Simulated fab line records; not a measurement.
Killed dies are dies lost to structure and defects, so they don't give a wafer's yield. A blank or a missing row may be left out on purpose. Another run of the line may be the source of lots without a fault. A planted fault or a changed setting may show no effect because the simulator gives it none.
Comparing a struck lot with a sound one | flow sky130 | 17 out of 708 route steps
Sound: wafers L508.2, L508.3, L508.4. Wafers struck: L496.3, L496.4, L496.5. At the end, the cause is stated.
Each step with rows lists, per side, the tool, then ch with its chambers, then its first start. Under that, the readings that differ: sound wafers | struck wafers | difference of the means | sigmas: that difference in standard deviations of wafers without a fault.
alike: readings whose means differ by less than 2 such deviations, and words and numbers that are the same on both sides. not compared: withheld readings, readings that some wafer has no value for, bounds like >300 that may hide the same value, and numbers for which the record gives no deviation and whose values overlap.
A row with sigmas, a row that says differs or no value, or rows on one side alone: a step with any of these is where the two part. When numbers do not overlap yet have no deviation, they are printed without sigmas and do not part them. A reading missing from all wafers of one side parts the sides only when that side holds two or more wafers.

first, 1 step without rows for these wafers: SKY_VT_ADJUST_LVTN_IMPLANT_19.
SKY_VT_ADJUST_LVTN_STRIP_20: strips in O2/N2.
  sound on plasmaAsher-04 ch 0,1, day 12 03:37; struck on plasmaAsher-01 ch 0,1, day 9 10:59
  alike: drypumpMotorCurrentA, oesProductAu, stripTimeToEndpointS
  not compared: rfHoursCounterH
SKY_VT_ADJUST_LVTN_TW_MEAS_21:
  sound on filmMetro-04 at day 12 03:43; struck on filmMetro-02 at day 9 11:04
  alike: VT_ADJUST_LVTN_2_TW
then, 7 steps without rows for these wafers: SKY_VT_ADJUST_NCORE_DEHYDRATE_00 (time 60 s); SKY_VT_ADJUST_NCORE_HMDS_01 (prime time 60 s); SKY_VT_ADJUST_NCORE_COAT_02 (resist thk 1140 nm); SKY_VT_ADJUST_NCORE_SOFTBAKE_03 (time 60 s); SKY_VT_ADJUST_NCORE_EXPOSE_04 (exposes mask LVTN COMPLEMENT THIN, target cd 380 nm); SKY_VT_ADJUST_NCORE_PEB_05; SKY_VT_ADJUST_NCORE_DEVELOP_06 (develop time 60 s).
SKY_VT_ADJUST_NCORE_CD_MEAS_07: target cd 380 nm.
  sound on cdSem-02 at day 13 04:38; struck on cdSem-02 at day 10 09:16
  alike: cdNm
SKY_VT_ADJUST_NCORE_OVL_MEAS_08:
  sound on overlay-01 at day 13 04:45; struck on overlay-01 at day 10 09:21
  alike: VT_ADJUST_NCORE_OVL
SKY_VT_ADJUST_NCORE_IMPLANT_09:
  sound on implanter-02 ch 0, day 13 04:49; struck on implanter-04 ch 0, day 10 09:25
reading          | sound                            | struck                        | difference | sigmas
doseIonsCm2      | 2.4006e+12 2.3982e+12 2.3992e+12 | 2.424e+11 2.414e+11 2.394e+11 | -2.158e+12 | -99 or more
faradayCurrentUA | 13.78 13.31 13.47                | 1.38 1.33 1.40                | -12.15     | -47
SKY_VT_ADJUST_NCORE_STRIP_10: strips in O2/N2.
  sound on plasmaAsher-04 ch 0,1, day 13 04:56; struck on plasmaAsher-04 ch 0,1, day 10 09:33
  alike: drypumpMotorCurrentA, oesProductAu, stripTimeToEndpointS
  not compared: rfHoursCounterH
SKY_VT_ADJUST_NCORE_TW_MEAS_11:
  sound on filmMetro-02 at day 13 05:02; struck on filmMetro-04 at day 10 09:38
reading            | sound             | struck            | difference | sigmas
VT_ADJUST_NCORE_TW | 221.7 220.9 221.0 | 118.0 118.6 117.8 | -103.1     | -74
then, 1 step without rows for these wafers: SKY_VT_ADJUST_HVTR_DEHYDRATE_00 (time 60 s).
-- here the record skips 37 days between the struck wafers' starts before and after, leaving off in module VT_ADJUST_HVTR and picking up in module PAD_OPEN (first step shown: number 708 of the route) --
SKY_PAD_OPEN_PROBE_99:
  sound on prober-02 at day 49 03:44; struck on prober-02 at day 47 08:17
reading                               | sound                         | struck              | difference | sigmas
model.etest.pfet_16v.rOnOhmUm         | 1.565e+04 1.571e+04 1.529e+04 | 1.801e+04 1.837e+04 | +2.640e+03 | 
model.etest.nfet_16v.rOnOhmUm         | 1.429e+04 1.426e+04 1.424e+04 | 1.092e+04 1.102e+04 | -3.293e+03 | 
model.etest.pfetG5v0d10v5.rOnOhmUm    | 4857 4816 4854                | 5920 5860           | +1048      | 
model.etest.tipP.rsOhmSq              | 6852 6950 6928                | 7533 7580           | +646       | 
model.etest.pfet_01v8.rOnOhmUm        | 3010 2952 3006                | 3285 3258           | +282       | 
model.etest.resPwellUnderGate.rsOhmSq | 2297 2266 2290                | 2583 2578           | +296       | 
model.etest.nfetG5v0d10v5.rOnOhmUm    | 1942 1917 1939                | 1615 1596           | -327       | 
model.etest.tip_p_5v.rsOhmSq          | 2870 2851 2850                | 3110 3099           | +248       | 

== WHERE THEY PART ==
Earliest at SKY_VT_ADJUST_NCORE_IMPLANT_09; latest, in this record, at SKY_VT_ADJUST_NCORE_TW_MEAS_11.

WHY: what the simulator had put in
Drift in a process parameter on implanter-04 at SKY_VT_ADJUST_NCORE_IMPLANT_09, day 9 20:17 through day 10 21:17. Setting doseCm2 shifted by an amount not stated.
